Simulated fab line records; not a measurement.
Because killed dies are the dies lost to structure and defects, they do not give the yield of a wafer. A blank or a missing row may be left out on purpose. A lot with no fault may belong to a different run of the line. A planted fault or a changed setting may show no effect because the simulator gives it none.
fab line records / flow sky130 / part 2 of 2: steps 28 to 39 of 39
record: lots: 5 wafers: 15 last-day: 48
route steps=708 shown METAL2@484 VIA2@507
lots that met no fault: taken from a fault-free run of the same line
start-h: hours from the record's opening day to when the first of the lot's shown wafers began / wait-h: hours since the lot's step before / " identical to the entry in the row above / L1.1+2: several wafers, shown together as one row / - no value, or no start given / * or withheld: withheld / < > ~ a bound
route shown NAME@n: a module of which the file shows steps, and the number in the route of the first / usual: mean and standard deviation over wafers with no fault / same: alike in all rows / chamber/n: place in a boat / sites: the reading at each site / _std_site: the standard deviation of these / _edge_site: outer sites' mean less inner sites' / radius-mm: how far each site lies from the wafer's centre / mask NAME#n: copy n / behind: the most recent tool/chamber to have shaped the wafer / hold: why the lot was held/for how many hours/how that ended / device: transistor that didn't switch, given as n, p or np / end of line: tests run on the same wafers once the route is complete / for a step that has no rows: nothing shown but its recipe / killed: dies lost to structure and defects at the first sort, not the wafer's yield / map: dies across one wafer; x = killed, . = not, _ = none there
set.NAME: the setting that was run; set.NAME@STEP: the one run at that earlier step / model.NAME: the simulator's own value behind a step, which no gauge read
lots at some steps of the route; a table a step, a row a wafer
services: from which hour (start-h, from the record's first day; less than 0 if before it) a tool's chamber was out of use, for how many hours, and why
== steps ==
step: SKY_VIA2_DEHYDRATE_04
recipe: temp-c: 200 time-s: 60
usual: heater-power-total-W: 160.37/0.13
lot.wafer=L079.1 tool=litho-track-03 chamber=0 start-h=885.49 wait-h=11.6 heater-power-total-W=160.59
lot.wafer=L079.3 tool=litho-track-03 chamber=0 start-h=885.49 wait-h=11.6 heater-power-total-W=160.55
lot.wafer=L079.4 tool=litho-track-03 chamber=0 start-h=885.49 wait-h=11.6 heater-power-total-W=160.42
lot.wafer=L080.1 tool=litho-track-01 chamber=0 start-h=891.61 wait-h=11.7 heater-power-total-W=160.56
lot.wafer=L080.3 tool=litho-track-01 chamber=0 start-h=891.61 wait-h=11.7 heater-power-total-W=160.20
lot.wafer=L080.5 tool=litho-track-01 chamber=0 start-h=891.61 wait-h=11.7 heater-power-total-W=160.24
lot.wafer=L081.2 tool=litho-track-02 chamber=0 start-h=892.62 wait-h=11.9 heater-power-total-W=160.33
lot.wafer=L081.3 tool=litho-track-02 chamber=0 start-h=892.62 wait-h=11.9 heater-power-total-W=160.23
lot.wafer=L081.6 tool=litho-track-02 chamber=0 start-h=892.62 wait-h=11.9 heater-power-total-W=160.43
lot.wafer=L083.4 tool=litho-track-01 chamber=0 start-h=906.64 wait-h=12.8 heater-power-total-W=160.23
lot.wafer=L083.5 tool=litho-track-01 chamber=0 start-h=906.64 wait-h=12.8 heater-power-total-W=160.48
lot.wafer=L083.6 tool=litho-track-01 chamber=0 start-h=906.64 wait-h=12.8 heater-power-total-W=160.42
lot.wafer=L089.2 tool=litho-track-01 chamber=0 start-h=942.04 wait-h=11.6 heater-power-total-W=160.28
lot.wafer=L089.3 tool=litho-track-01 chamber=0 start-h=942.04 wait-h=11.6 heater-power-total-W=160.25
lot.wafer=L089.4 tool=litho-track-01 chamber=0 start-h=942.04 wait-h=11.6 heater-power-total-W=160.27
step: SKY_VIA2_HMDS_05
recipe: prime-time-s: 60 prime-temp-c: 120
lot.wafer=L079.1+3+4 tool=litho-track-03 chamber=0 start-h=885.64 wait-h=0.1
lot.wafer=L080.1+3+5 tool=litho-track-01 chamber=0 start-h=891.76 wait-h=0.1
lot.wafer=L081.2+3+6 tool=litho-track-02 chamber=0 start-h=892.77 wait-h=0.1
lot.wafer=L083.4+5+6 tool=litho-track-01 chamber=0 start-h=906.79 wait-h=0.1
lot.wafer=L089.2+3+4 tool=litho-track-01 chamber=0 start-h=942.19 wait-h=0.1
step: SKY_VIA2_COAT_06
recipe: resist: BARC temp-c: withheld time-s: withheld spin-rpm: 2981 resist-thk-nm: 60
lot.wafer=L079.1+3+4 tool=litho-track-03 chamber=0 start-h=885.79 wait-h=0.1
lot.wafer=L080.1+3+5 tool=litho-track-01 chamber=0 start-h=891.91 wait-h=0.1
lot.wafer=L081.2+3+6 tool=litho-track-02 chamber=0 start-h=892.92 wait-h=0.1
lot.wafer=L083.4+5+6 tool=litho-track-01 chamber=0 start-h=906.94 wait-h=0.1
lot.wafer=L089.2+3+4 tool=litho-track-01 chamber=0 start-h=942.34 wait-h=0.1
step: SKY_VIA2_COAT_07
recipe: resist: KrF-thick spin-rpm: 3000 resist-thk-nm: 450
lot.wafer=L079.1+3+4 tool=litho-track-03 chamber=0 start-h=- wait-h=-
lot.wafer=L080.1+3+5 tool=litho-track-01 chamber=0 start-h=- wait-h=-
lot.wafer=L081.2+3+6 tool=litho-track-02 chamber=0 start-h=- wait-h=-
lot.wafer=L083.4+5+6 tool=litho-track-01 chamber=0 start-h=- wait-h=-
lot.wafer=L089.2+3+4 tool=litho-track-01 chamber=0 start-h=- wait-h=-
step: SKY_VIA2_SOFTBAKE_08
recipe: temp-c: 100 time-s: 90 resist: KrF-thick
usual: heater-power-total-W: 57.36/0.11
lot.wafer=L079.1 tool=litho-track-03 chamber=0 start-h=- wait-h=- heater-power-total-W=57.30
lot.wafer=L079.3 tool=litho-track-03 chamber=0 start-h=- wait-h=- heater-power-total-W=57.49
lot.wafer=L079.4 tool=litho-track-03 chamber=0 start-h=- wait-h=- heater-power-total-W=57.45
lot.wafer=L080.1 tool=litho-track-01 chamber=0 start-h=- wait-h=- heater-power-total-W=57.25
lot.wafer=L080.3 tool=litho-track-01 chamber=0 start-h=- wait-h=- heater-power-total-W=57.39
lot.wafer=L080.5 tool=litho-track-01 chamber=0 start-h=- wait-h=- heater-power-total-W=57.44
lot.wafer=L081.2 tool=litho-track-02 chamber=0 start-h=- wait-h=- heater-power-total-W=57.31
lot.wafer=L081.3 tool=litho-track-02 chamber=0 start-h=- wait-h=- heater-power-total-W=57.52
lot.wafer=L081.6 tool=litho-track-02 chamber=0 start-h=- wait-h=- heater-power-total-W=57.31
lot.wafer=L083.4 tool=litho-track-01 chamber=0 start-h=- wait-h=- heater-power-total-W=57.35
lot.wafer=L083.5 tool=litho-track-01 chamber=0 start-h=- wait-h=- heater-power-total-W=57.35
lot.wafer=L083.6 tool=litho-track-01 chamber=0 start-h=- wait-h=- heater-power-total-W=57.32
lot.wafer=L089.2 tool=litho-track-01 chamber=0 start-h=- wait-h=- heater-power-total-W=57.30
lot.wafer=L089.3 tool=litho-track-01 chamber=0 start-h=- wait-h=- heater-power-total-W=57.39
lot.wafer=L089.4 tool=litho-track-01 chamber=0 start-h=- wait-h=- heater-power-total-W=57.60
step: SKY_VIA2_EXPOSE_09
recipe: mask-id: VIM2 na: 0.8 source-shape: annular sigma-inner: 0.55 sigma-outer: 0.85 target-cd-nm: 200 dose-mj: 38
usual: stage-vel-mm-s: 499.98/0.27
lot.wafer=L079.1 tool=krf-scanner-01 chamber=0 start-h=- wait-h=- mask=VIM2#0 stage-vel-mm-s=499.97
lot.wafer=L079.3 tool=krf-scanner-01 chamber=0 start-h=- wait-h=- mask=VIM2#0 stage-vel-mm-s=500.04
lot.wafer=L079.4 tool=krf-scanner-01 chamber=0 start-h=- wait-h=- mask=VIM2#0 stage-vel-mm-s=499.72
lot.wafer=L080.1 tool=krf-scanner-02 chamber=0 start-h=- wait-h=- mask=VIM2#0 stage-vel-mm-s=500.11
lot.wafer=L080.3 tool=krf-scanner-02 chamber=0 start-h=- wait-h=- mask=VIM2#0 stage-vel-mm-s=500.05
lot.wafer=L080.5 tool=krf-scanner-02 chamber=0 start-h=- wait-h=- mask=VIM2#0 stage-vel-mm-s=500.04
lot.wafer=L081.2 tool=krf-scanner-01 chamber=0 start-h=- wait-h=- mask=VIM2#0 stage-vel-mm-s=500.00
lot.wafer=L081.3 tool=krf-scanner-01 chamber=0 start-h=- wait-h=- mask=VIM2#0 stage-vel-mm-s=499.65
lot.wafer=L081.6 tool=krf-scanner-01 chamber=0 start-h=- wait-h=- mask=VIM2#0 stage-vel-mm-s=499.59
lot.wafer=L083.4 tool=krf-scanner-02 chamber=0 start-h=- wait-h=- mask=VIM2#0 stage-vel-mm-s=500.06
lot.wafer=L083.5 tool=krf-scanner-02 chamber=0 start-h=- wait-h=- mask=VIM2#0 stage-vel-mm-s=499.90
lot.wafer=L083.6 tool=krf-scanner-02 chamber=0 start-h=- wait-h=- mask=VIM2#0 stage-vel-mm-s=499.84
lot.wafer=L089.2 tool=krf-scanner-01 chamber=0 start-h=- wait-h=- mask=VIM2#0 stage-vel-mm-s=500.20
lot.wafer=L089.3 tool=krf-scanner-01 chamber=0 start-h=- wait-h=- mask=VIM2#0 stage-vel-mm-s=499.99
lot.wafer=L089.4 tool=krf-scanner-01 chamber=0 start-h=- wait-h=- mask=VIM2#0 stage-vel-mm-s=499.77
step: SKY_VIA2_PEB_10
recipe: peb-temp-c: withheld peb-time-s: withheld resist: KrF-thick
lot.wafer=L079.1+3+4 tool=litho-track-03 chamber=0 start-h=- wait-h=-
lot.wafer=L080.1+3+5 tool=litho-track-01 chamber=0 start-h=- wait-h=-
lot.wafer=L081.2+3+6 tool=litho-track-03 chamber=0 start-h=- wait-h=-
lot.wafer=L083.4+5+6 tool=litho-track-02 chamber=0 start-h=- wait-h=-
lot.wafer=L089.2+3+4 tool=litho-track-01 chamber=0 start-h=- wait-h=-
step: SKY_VIA2_DEVELOP_11
recipe: develop-time-s: 60 resist: KrF-thick dev-temp-c: 21
lot.wafer=L079.1+3+4 tool=litho-track-03 chamber=0 start-h=- wait-h=-
lot.wafer=L080.1+3+5 tool=litho-track-01 chamber=0 start-h=- wait-h=-
lot.wafer=L081.2+3+6 tool=litho-track-03 chamber=0 start-h=- wait-h=-
lot.wafer=L083.4+5+6 tool=litho-track-02 chamber=0 start-h=- wait-h=-
lot.wafer=L089.2+3+4 tool=litho-track-01 chamber=0 start-h=- wait-h=-
step: SKY_VIA2_CD_MEAS_12
recipe: target-cd-nm: 200
usual: cd-nm: 199.8/1.5
lot.wafer=L079.1 tool=cd-sem-01 chamber=- start-h=898.74 wait-h=- cd-nm=199.1
lot.wafer=L079.3 tool=cd-sem-01 chamber=- start-h=898.74 wait-h=- cd-nm=199.8
lot.wafer=L079.4 tool=cd-sem-01 chamber=- start-h=898.74 wait-h=- cd-nm=199.4
lot.wafer=L080.1 tool=cd-sem-02 chamber=- start-h=905.26 wait-h=- cd-nm=200.6
lot.wafer=L080.3 tool=cd-sem-02 chamber=- start-h=905.26 wait-h=- cd-nm=200.1
lot.wafer=L080.5 tool=cd-sem-02 chamber=- start-h=905.26 wait-h=- cd-nm=199.9
lot.wafer=L081.2 tool=cd-sem-01 chamber=- start-h=906.86 wait-h=- cd-nm=199.3
lot.wafer=L081.3 tool=cd-sem-01 chamber=- start-h=906.86 wait-h=- cd-nm=200.8
lot.wafer=L081.6 tool=cd-sem-01 chamber=- start-h=906.86 wait-h=- cd-nm=198.3
lot.wafer=L083.4 tool=cd-sem-02 chamber=- start-h=919.66 wait-h=- cd-nm=197.7
lot.wafer=L083.5 tool=cd-sem-02 chamber=- start-h=919.66 wait-h=- cd-nm=197.2
lot.wafer=L083.6 tool=cd-sem-02 chamber=- start-h=919.66 wait-h=- cd-nm=197.2
lot.wafer=L089.2 tool=cd-sem-02 chamber=- start-h=954.63 wait-h=- cd-nm=199.4
lot.wafer=L089.3 tool=cd-sem-02 chamber=- start-h=954.63 wait-h=- cd-nm=199.7
lot.wafer=L089.4 tool=cd-sem-02 chamber=- start-h=954.63 wait-h=- cd-nm=200.9
step: SKY_VIA2_OVL_MEAS_13
usual: VIA2_OVL: 5/5.4
lot.wafer=L079.1 tool=overlay-02 chamber=- start-h=898.86 wait-h=0.1 VIA2_OVL[nm]=1
lot.wafer=L079.3 tool=overlay-02 chamber=- start-h=898.86 wait-h=0.1 VIA2_OVL[nm]=6
lot.wafer=L079.4 tool=overlay-02 chamber=- start-h=898.86 wait-h=0.1 VIA2_OVL[nm]=9
lot.wafer=L080.1 tool=overlay-02 chamber=- start-h=905.38 wait-h=0.1 VIA2_OVL[nm]=10
lot.wafer=L080.3 tool=overlay-02 chamber=- start-h=905.38 wait-h=0.1 VIA2_OVL[nm]=13
lot.wafer=L080.5 tool=overlay-02 chamber=- start-h=905.38 wait-h=0.1 VIA2_OVL[nm]=7
lot.wafer=L081.2 tool=overlay-01 chamber=- start-h=906.97 wait-h=0.1 VIA2_OVL[nm]=-3
lot.wafer=L081.3 tool=overlay-01 chamber=- start-h=906.97 wait-h=0.1 VIA2_OVL[nm]=4
lot.wafer=L081.6 tool=overlay-01 chamber=- start-h=906.97 wait-h=0.1 VIA2_OVL[nm]=1
lot.wafer=L083.4 tool=overlay-01 chamber=- start-h=919.74 wait-h=0.1 VIA2_OVL[nm]=6
lot.wafer=L083.5 tool=overlay-01 chamber=- start-h=919.74 wait-h=0.1 VIA2_OVL[nm]=6
lot.wafer=L083.6 tool=overlay-01 chamber=- start-h=919.74 wait-h=0.1 VIA2_OVL[nm]=6
lot.wafer=L089.2 tool=overlay-01 chamber=- start-h=954.74 wait-h=0.1 VIA2_OVL[nm]=2
lot.wafer=L089.3 tool=overlay-01 chamber=- start-h=954.74 wait-h=0.1 VIA2_OVL[nm]=6
lot.wafer=L089.4 tool=overlay-01 chamber=- start-h=954.74 wait-h=0.1 VIA2_OVL[nm]=3
step: SKY_VIA2_ETCH_14
recipe: chemistry: N2/H2 target: BARC ion-energy-ev: 200 source-w: 500 bias-w: 100 pressure-mtorr: 30 n2-flow-sccm: 100 h2-flow-sccm: 200 stop-on: SiO2 time-s: 45.9 target-depth-a: 600
usual: bias-w: 100.0/0.32 drypump-motor-current-A: 5.7/0.46 oes-product-au: 0.856/0.0048 throttle-valve-pct: 13.226/0.0087
lot.wafer=L079.1 tool=rie-diel-02 chamber=2 start-h=898.90 wait-h=0.0 bias-w=100.2 drypump-motor-current-A=5.8 oes-product-au=0.855 rf-hours-counter-h=10 throttle-valve-pct=13.219
lot.wafer=L079.3 tool=rie-diel-02 chamber=3 start-h=898.90 wait-h=0.0 bias-w=100.5 drypump-motor-current-A=5.3 oes-product-au=0.850 rf-hours-counter-h=20 throttle-valve-pct=13.213
lot.wafer=L079.4 tool=rie-diel-02 chamber=3 start-h=898.90 wait-h=0.0 bias-w=100.3 drypump-motor-current-A=5.3 oes-product-au=0.849 rf-hours-counter-h=- throttle-valve-pct=13.229
lot.wafer=L080.1 tool=rie-diel-01 chamber=0 start-h=905.42 wait-h=0.0 bias-w=99.7 drypump-motor-current-A=5.7 oes-product-au=0.850 rf-hours-counter-h=24 throttle-valve-pct=13.228
lot.wafer=L080.3 tool=rie-diel-01 chamber=3 start-h=905.42 wait-h=0.0 bias-w=99.6 drypump-motor-current-A=5.4 oes-product-au=0.858 rf-hours-counter-h=14 throttle-valve-pct=13.225
lot.wafer=L080.5 tool=rie-diel-01 chamber=2 start-h=905.42 wait-h=0.0 bias-w=100.0 drypump-motor-current-A=5.4 oes-product-au=0.865 rf-hours-counter-h=- throttle-valve-pct=13.229
lot.wafer=L081.2 tool=rie-diel-01 chamber=2 start-h=907.00 wait-h=0.0 bias-w=100.2 drypump-motor-current-A=5.4 oes-product-au=0.859 rf-hours-counter-h=27 throttle-valve-pct=13.235
lot.wafer=L081.3 tool=rie-diel-01 chamber=3 start-h=907.00 wait-h=0.0 bias-w=99.2 drypump-motor-current-A=5.3 oes-product-au=0.854 rf-hours-counter-h=14 throttle-valve-pct=13.232
lot.wafer=L081.6 tool=rie-diel-01 chamber=0 start-h=907.00 wait-h=0.0 bias-w=100.2 drypump-motor-current-A=5.7 oes-product-au=0.854 rf-hours-counter-h=- throttle-valve-pct=13.233
lot.wafer=L083.4 tool=rie-diel-02 chamber=0 start-h=919.76 wait-h=0.0 bias-w=100.6 drypump-motor-current-A=5.3 oes-product-au=0.855 rf-hours-counter-h=28 throttle-valve-pct=13.235
lot.wafer=L083.5 tool=rie-diel-02 chamber=1 start-h=919.76 wait-h=0.0 bias-w=99.9 drypump-motor-current-A=6.6 oes-product-au=0.851 rf-hours-counter-h=- throttle-valve-pct=13.225
lot.wafer=L083.6 tool=rie-diel-02 chamber=2 start-h=919.76 wait-h=0.0 bias-w=100.6 drypump-motor-current-A=5.8 oes-product-au=0.852 rf-hours-counter-h=- throttle-valve-pct=13.217
lot.wafer=L089.2 tool=rie-diel-03 chamber=0 start-h=954.77 wait-h=0.0 bias-w=100.0 drypump-motor-current-A=4.9 oes-product-au=0.859 rf-hours-counter-h=12 throttle-valve-pct=13.235
lot.wafer=L089.3 tool=rie-diel-03 chamber=1 start-h=954.77 wait-h=0.0 bias-w=100.5 drypump-motor-current-A=5.9 oes-product-au=0.853 rf-hours-counter-h=10 throttle-valve-pct=13.218
lot.wafer=L089.4 tool=rie-diel-03 chamber=3 start-h=954.77 wait-h=0.0 bias-w=99.9 drypump-motor-current-A=5.6 oes-product-au=0.850 rf-hours-counter-h=3 throttle-valve-pct=13.235
step: SKY_VIA2_ETCH_15
recipe: target: SiO2 chemistry: C4F8/O2/Ar target-depth-nm: 546 stop-on: TiN mask-material: KrF-thick source-w: 1500 bias-w: 1200 pressure-mtorr: 40 c4f8-flow-sccm: withheld O2_flow_sccm: 6 Ar_flow_sccm: 300 time-s: 84
usual: bias-w: 1200/4.2 oes-product-au: 0.939/0.0047
lot.wafer=L079.1 tool=rie-diel-02 chamber=2 start-h=898.94 wait-h=0.0 bias-w=1204 oes-product-au=0.945
lot.wafer=L079.3 tool=rie-diel-02 chamber=3 start-h=898.94 wait-h=0.0 bias-w=1208 oes-product-au=0.942
lot.wafer=L079.4 tool=rie-diel-02 chamber=3 start-h=898.94 wait-h=0.0 bias-w=1205 oes-product-au=0.930
lot.wafer=L080.1 tool=rie-diel-01 chamber=0 start-h=905.46 wait-h=0.0 bias-w=1206 oes-product-au=0.945
lot.wafer=L080.3 tool=rie-diel-01 chamber=3 start-h=905.46 wait-h=0.0 bias-w=1205 oes-product-au=0.930
lot.wafer=L080.5 tool=rie-diel-01 chamber=2 start-h=905.46 wait-h=0.0 bias-w=1201 oes-product-au=0.946
lot.wafer=L081.2 tool=rie-diel-01 chamber=2 start-h=907.04 wait-h=0.0 bias-w=1202 oes-product-au=0.931
lot.wafer=L081.3 tool=rie-diel-01 chamber=3 start-h=907.04 wait-h=0.0 bias-w=1197 oes-product-au=0.940
lot.wafer=L081.6 tool=rie-diel-01 chamber=0 start-h=907.04 wait-h=0.0 bias-w=1196 oes-product-au=0.929
lot.wafer=L083.4 tool=rie-diel-02 chamber=0 start-h=919.80 wait-h=0.0 bias-w=1202 oes-product-au=0.946
lot.wafer=L083.5 tool=rie-diel-02 chamber=1 start-h=919.80 wait-h=0.0 bias-w=1200 oes-product-au=0.942
lot.wafer=L083.6 tool=rie-diel-02 chamber=2 start-h=919.80 wait-h=0.0 bias-w=1198 oes-product-au=0.940
lot.wafer=L089.2 tool=rie-diel-03 chamber=0 start-h=954.81 wait-h=0.0 bias-w=1200 oes-product-au=0.943
lot.wafer=L089.3 tool=rie-diel-03 chamber=1 start-h=954.81 wait-h=0.0 bias-w=1200 oes-product-au=0.936
lot.wafer=L089.4 tool=rie-diel-03 chamber=3 start-h=954.81 wait-h=0.0 bias-w=1203 oes-product-au=0.942
== services ==
tool=rie-diel-03 chamber=- start-h=827.33 hours=0.4 kind=repair
tool=krf-scanner-01 chamber=- start-h=840.22 hours=0.6 kind=repair
tool=krf-scanner-02 chamber=- start-h=842.07 hours=0.5 kind=repair
tool=cmp-02 chamber=- start-h=850.99 hours=2.2 kind=repair
tool=rie-diel-03 chamber=2 start-h=852.89 hours=19.1 kind=repair
tool=krf-scanner-01 chamber=- start-h=859.91 hours=0.8 kind=pm
tool=rie-diel-02 chamber=0 start-h=867.23 hours=4.6 kind=repair
tool=krf-scanner-01 chamber=- start-h=872.97 hours=1.0 kind=pm
tool=hdpcvd-01 chamber=1 start-h=883.70 hours=4.1 kind=repair
tool=rie-diel-02 chamber=0 start-h=897.92 hours=4.3 kind=repair
tool=rie-diel-01 chamber=1 start-h=898.92 hours=19.5 kind=repair
tool=pvd-sputter-03 chamber=- start-h=907.00 hours=6.3 kind=repair
tool=krf-scanner-01 chamber=- start-h=910.60 hours=4.0 kind=pm
tool=rie-diel-02 chamber=0 start-h=910.77 hours=6.9 kind=repair
tool=pvd-sputter-03 chamber=- start-h=912.09 hours=11.4 kind=repair
tool=rie-diel-01 chamber=- start-h=912.76 hours=14.6 kind=pm
tool=rie-diel-01 chamber=1 start-h=927.38 hours=7.2 kind=repair
tool=pvd-sputter-03 chamber=- start-h=928.44 hours=5.1 kind=repair
tool=krf-scanner-02 chamber=- start-h=929.31 hours=0.8 kind=pm
tool=krf-scanner-01 chamber=- start-h=933.36 hours=1.3 kind=pm
tool=cmp-02 chamber=- start-h=938.13 hours=0.3 kind=repair
tool=cmp-02 chamber=- start-h=943.38 hours=0.5 kind=repair
tool=hdpcvd-01 chamber=0 start-h=944.70 hours=9.0 kind=repair
tool=rie-diel-02 chamber=- start-h=954.11 hours=0.7 kind=repair
